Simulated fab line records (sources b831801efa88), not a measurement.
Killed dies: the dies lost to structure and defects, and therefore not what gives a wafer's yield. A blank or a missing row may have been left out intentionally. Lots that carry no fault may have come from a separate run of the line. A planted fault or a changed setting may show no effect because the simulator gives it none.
Code-filled problem report in 8D (eight disciplines) form    flow sky130    the parts of the form that need people (team, actions taken, sign-off) are left out

## 1. THE PROBLEM
oes-product-au at SKY_METAL4_METAL_ETCH_18 reads a mean of 0.712 a.u. on 2 wafers of 2 lots; wafers without a fault read 0.862 a.u. with a standard deviation of 0.0066. That is -23 standard deviations from the usual mean.
The step: etches the open film in Cl2/BCl3, stops on SiO2, target depth 845 nm, time 183.1 s.
First seen on wafer L209.2, day 44 12:39, on rie-metal-02. The record has a number at this step for 34 wafers belonging to 12 lots. Rule for "out" (also "out of limits"): further than 4 standard deviations from the usual mean. The other wafers with a number count as sound.

## 2. WHAT IT IS; WHAT IT IS NOT
question                     is                          is not
which readings at this step  oes-product-au              bias-w, drypump-motor-current-A, throttle-valve-pct
which lots                   L208, L209                  L201, L202, L203, L214, L215, L218, L220, L221, L222, L223
which wafers of those lots   L208.2, L209.2              L208.4, L209.6
read on which tools          rie-metal-01, rie-metal-02  rie-metal-04
when                         from day 44 12:39           up to then (10 sound wafers); but 22 sound wafers of L208, L214, L215, L218, L220, L221, L222, L223 came after

## 3. WHAT RULES OUT EACH SUSPECT
Counting: any tool at a process step up to the reading remains a suspect provided it ran every lot that is out. Sound lots after the first of them don't rule it out here, since some wafers of a struck lot are sound.
- pvd-sputter-01 at SKY_METAL4_SPUTTER_02 (material AlCu, target thk 735 nm, time 39.1 s): kept. Every lot that is out went through it, the first being L209 (day 42 13:26); the last sound lot it ran before that was L203 (day 40 18:53).
Remaining after the count: pvd-sputter-01 at SKY_METAL4_SPUTTER_02.

## 4. THE CAUSE (what the simulator had put in)
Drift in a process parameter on pvd-sputter-01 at SKY_METAL4_SPUTTER_02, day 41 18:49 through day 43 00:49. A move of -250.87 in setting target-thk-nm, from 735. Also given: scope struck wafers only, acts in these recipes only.
Only this tool survived the counting.

## 5. SEQUENCE OF EFFECTS, ordered by route
Each row: a reading where the mean over the struck wafers with a number is more than 3 standard deviations away from the usual. Only readings for which the record gives a usual standard deviation are gone through. hours: the time from each lot's start at the first step in this table that gives one to its start at this step, as a median over the lots. sigmas: the change in usual standard deviations.
hours  step                      reading         usual       on struck wafers  change  sigmas
0      SKY_METAL4_METAL_ETCH_18  oes-product-au  0.862 a.u.  0.712             -0.150  -23
Process steps it contains:
- SKY_METAL4_METAL_ETCH_18: etches the open film in Cl2/BCl3, stops on SiO2, target depth 845 nm, time 183.1 s.

## 6. WHAT WOULD HAVE CAUGHT IT SOONER
In this record the first reading out of limits was taken at day 44 12:39, 66 hours after the fault began at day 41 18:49.
An alarm limit of 4 standard deviations would not have fired on the tool readings at SKY_METAL4_SPUTTER_02 for which the record gives a usual standard deviation, since none of them was out on any struck wafer.
All the lots that are out (2) had begun SKY_METAL4_SPUTTER_02 on pvd-sputter-01 by day 44 12:39. Holding the tool at that point would not have protected any of them.
